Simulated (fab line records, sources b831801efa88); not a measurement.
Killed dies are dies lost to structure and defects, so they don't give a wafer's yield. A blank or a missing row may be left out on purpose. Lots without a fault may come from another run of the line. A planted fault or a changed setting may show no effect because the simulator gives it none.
A struck lot beside a sound one | flow sky130 | 17 steps out of a route of 708
Sound: wafers L869.1, L869.3, L869.6. Struck: wafers L877.1, L877.4, L877.6. The cause comes at the end.
At each step with rows: each side's tool, then ch and its chambers, then its first start. Under that, the readings that differ: sound wafers | struck wafers | difference of the means | sigmas: that difference in standard deviations of wafers without a fault.
alike: readings whose means differ by less than 2 such deviations, and words and numbers that are the same on both sides. not compared: withheld readings, readings that some wafer has no value for, bounds like >300 that may hide the same value, and numbers for which the record gives no deviation and whose values overlap.
The two part at a step that has a row with sigmas, a row that says differs or no value, or rows on one side only. Numbers that don't overlap but have no deviation are shown without sigmas and don't part them. A reading that every wafer of one side lacks parts them only if that side has two wafers or more.

SKY_LDD_P_OVL_MEAS_08:
  sound on overlay-02, day 20 16:10; struck on overlay-02, day 23 09:58
  alike: LDD_P_OVL
then, 1 step without rows for these wafers: SKY_LDD_P_IMPLANT_09.
SKY_LDD_P_STRIP_10: strips in O2/N2.
  sound on plasma_asher-01 ch 0,1, day 20 16:20; struck on plasma_asher-02 ch 0,1, day 23 10:10
  alike: chamber_pressure_mTorr, drypump_motor_current_A, oes_product_au, strip_time_to_endpoint_s
  not compared: rf_hours_counter_h
SKY_LDD_P_TW_MEAS_11:
  sound on film_metro-04, day 20 16:26; struck on film_metro-04, day 23 10:16
  alike: LDD_P_TW
then, 7 steps without rows for these wafers: SKY_LDD_HVN_DEHYDRATE_00 (time 60 s); SKY_LDD_HVN_HMDS_01 (prime time 60 s); SKY_LDD_HVN_COAT_02 (resist thk 300 nm); SKY_LDD_HVN_SOFTBAKE_03 (time 60 s); SKY_LDD_HVN_EXPOSE_04 (exposes mask HVNTM, target cd 700 nm); SKY_LDD_HVN_PEB_05; SKY_LDD_HVN_DEVELOP_06 (develop time 60 s).
SKY_LDD_HVN_OVL_MEAS_07:
  sound on overlay-02, day 21 22:55; struck on overlay-02, day 24 15:10
  alike: LDD_HVN_OVL
SKY_LDD_HVN_IMPLANT_08:
  sound on implanter-02 ch 0, day 21 22:58; struck on implanter-01 ch 0, day 24 15:13
  reading                   | sound             | struck            | difference | sigmas
  implant_ion_amu           | 31 31 31          | 75 75 75          | +44        |
  model.implant.rp_nm (nm)  | 55.41 55.41 55.41 | 29.58 29.58 29.58 | -25.83     |
  model.implant.drp_nm (nm) | 28.15 28.15 28.15 | 14.61 14.61 14.61 | -13.54     |
SKY_LDD_HVN_STRIP_09: strips in O2/N2.
  sound on plasma_asher-04 ch 1, day 21 23:07; struck on plasma_asher-04 ch 0,1, day 24 15:22
  alike: chamber_pressure_mTorr, drypump_motor_current_A, oes_product_au, strip_time_to_endpoint_s
  not compared: rf_hours_counter_h
SKY_LDD_HVN_TW_MEAS_10:
  sound on film_metro-04, day 21 23:13; struck on film_metro-01, day 24 15:28
  reading    | sound          | struck         | difference | sigmas
  LDD_HVN_TW | 1458 1452 1452 | 1900 1892 1895 | +442       | +29
then, 1 step without rows for these wafers: SKY_LDD_HVP_DEHYDRATE_00 (time 60 s).
-- the record jumps here: 24 days lie between the struck wafers' starts before and after (it left off in module LDD_HVP and takes up again in module PAD_OPEN, whose first step shown is number 708 of the route) --
SKY_PAD_OPEN_PROBE_99:
  sound on prober-02, day 46 19:58; struck on prober-02, day 48 11:16
  reading                                  | sound                | struck               | difference | sigmas
  model.etest.tip_n_5v.rs_ohm_sq           | 1392 1386 1379       | 1763 1772 1777       | +385       |
  model.etest.nfet_g5v0d10v5.r_on_ohm_um   | 1845 1831 1849       | 2014 1967 2016       | +157       |
  model.etest.nfet_g5v0d10v5.drive_ua_um   | 622.8 629.3 621.4    | 560.4 568.6 555.4    | -63.0      |
  model.etest.nfet_05v0_nvt.drive_ua_um    | 588.9 593.8 594.9    | 546.2 551.7 541.3    | -46.1      |
  model.etest.res_ndiff_hv.rs_ohm_sq       | 114.4 114.1 112.3    | 116.2 116.3 117.4    | +3.0       |
  model.etest.ring_5v.delay_ps             | 43.48 43.94 44.35    | 46.19 45.77 45.99    | +2.06      |
  model.etest.nfet_05v0_nvt.off_log10_a_um | -11.05 -11.01 -10.94 | -11.16 -11.28 -11.34 | -0.26      |
  alike: killed_at_M0_to_M3, killed_at_M4_up, killed_at_contacts, killed_at_front_end, killed_at_other, killed_dies, killed_open, killed_short
  not compared: model.etest.tip_n_5v.rs_ohm_sq_range

WHERE THEY PART
Only at SKY_LDD_HVN_TW_MEAS_10, within this record. Later steps at which nothing parts them and some readings are alike: SKY_PAD_OPEN_PROBE_99.

WHY: what the simulator had put in
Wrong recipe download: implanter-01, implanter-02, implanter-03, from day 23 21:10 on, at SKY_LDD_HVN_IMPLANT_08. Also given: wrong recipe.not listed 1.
